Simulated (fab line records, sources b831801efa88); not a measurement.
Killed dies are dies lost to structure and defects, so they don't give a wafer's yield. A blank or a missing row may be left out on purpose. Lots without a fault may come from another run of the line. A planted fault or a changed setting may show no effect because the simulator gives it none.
One fault seen from 2 desks | flow gf180mcu | each desk has only its own numbers; what lay behind them comes last

THE METROLOGY DESK
What the gauges read, lot by lot, whatever tool the lot ran on: means of the sampled wafers that have a number. A lot is out of limits, marked OUT, if its mean lies more than 4 standard deviations from the usual mean; the brackets give that distance.
Columns: A = DUAL_GATE_OVL at GF_DUAL_GATE_OVL_MEAS_11, usual 0.7 nm; B = HV_LDD_3_TW at GF_HV_LDD_TW_MEAS_38, usual 1444; C = PSD_TW at GF_PSD_TW_MEAS_11, usual 3209; D = PSD_RS at GF_PSD_RS_MEAS_15, usual 108.54 ohm/sq
lot  | first seen here | A    | B    | C               | D
L607 | day 8 05:32     | 0.6  | 1446 | 3190            | 108.56
L608 | day 8 14:46     | -1.4 | 1445 | 3220            | 108.39
L609 | day 8 18:08     | -1.2 | 1440 | 3213            | 108.47
L612 | day 9 23:49     | 1.3  | 1447 | 3227            | 108.60
L614 | day 10 15:55    | 1.1  | 1440 | 3174            | 108.62
L613 | day 10 18:27    | 2.6  | 1448 | 3172            | 108.91
L615 | day 11 05:00    | 2.8  | 1443 | 3217            | 108.37
L616 | day 11 10:17    | 1.7  | 1447 | 3228            | 108.44
L618 | day 11 16:58    | 1.1  | 1429 | 3197            | 108.56
L625 | day 13 14:37    | 1.7  | 1458 | 3351 (+6.8) OUT | 99.98 (-31) OUT
L627 | day 14 02:49    | 1.0  | 1458 | 3394 (+8.8) OUT | 99.81 (-31) OUT
This desk's finding: out of limits on L625, L627; first on L625, day 20 18:56 (PSD_TW at GF_PSD_TW_MEAS_11). In limits: L607, L608, L609, L612, L614, L613, L615, L616, L618.

THE TOOL OWNER'S DESK: implanter-01
The tool's own readings at GF_PSD_IMPLANT_09: means of the sampled wafers that have a number, for each lot that ran on this tool. A lot is out of limits, marked OUT, if its mean lies more than 4 standard deviations from the usual mean; the brackets give that distance.
Columns: A = beam_energy_keV at GF_PSD_IMPLANT_09, usual 40.000
lot  | first seen here | A
L609 | day 14 17:22    | 39.984
L613 | day 17 11:29    | 40.001
L615 | day 17 20:38    | 40.002
L618 | day 18 21:29    | 40.007
L625 | day 20 18:41    | 49.080 (+99 or more) OUT
L627 | day 21 03:25    | 49.097 (+99 or more) OUT
This desk's finding: out of limits on L625, L627; first on L625, day 20 18:41 (beam_energy_keV at GF_PSD_IMPLANT_09). In limits: L609, L613, L615, L618.

PUT TOGETHER
The tool owner's desk could have raised an alarm at day 20 18:41, on L625, L627.
The metrology desk could have raised an alarm at day 20 18:56, on L625, L627.
Of the lots named, all ran GF_PSD_IMPLANT_09 on implanter-01.

WHAT THE SIMULATOR HAD PUT IN
Process parameter drift: implanter-01, from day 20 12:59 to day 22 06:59, at GF_PSD_IMPLANT_09. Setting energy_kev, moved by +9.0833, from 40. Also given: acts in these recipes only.
Lots struck among those shown: L625, L627.
Hours from the fault's start to each desk's first reading out of limits: the tool owner's desk, 6; the metrology desk, 6.
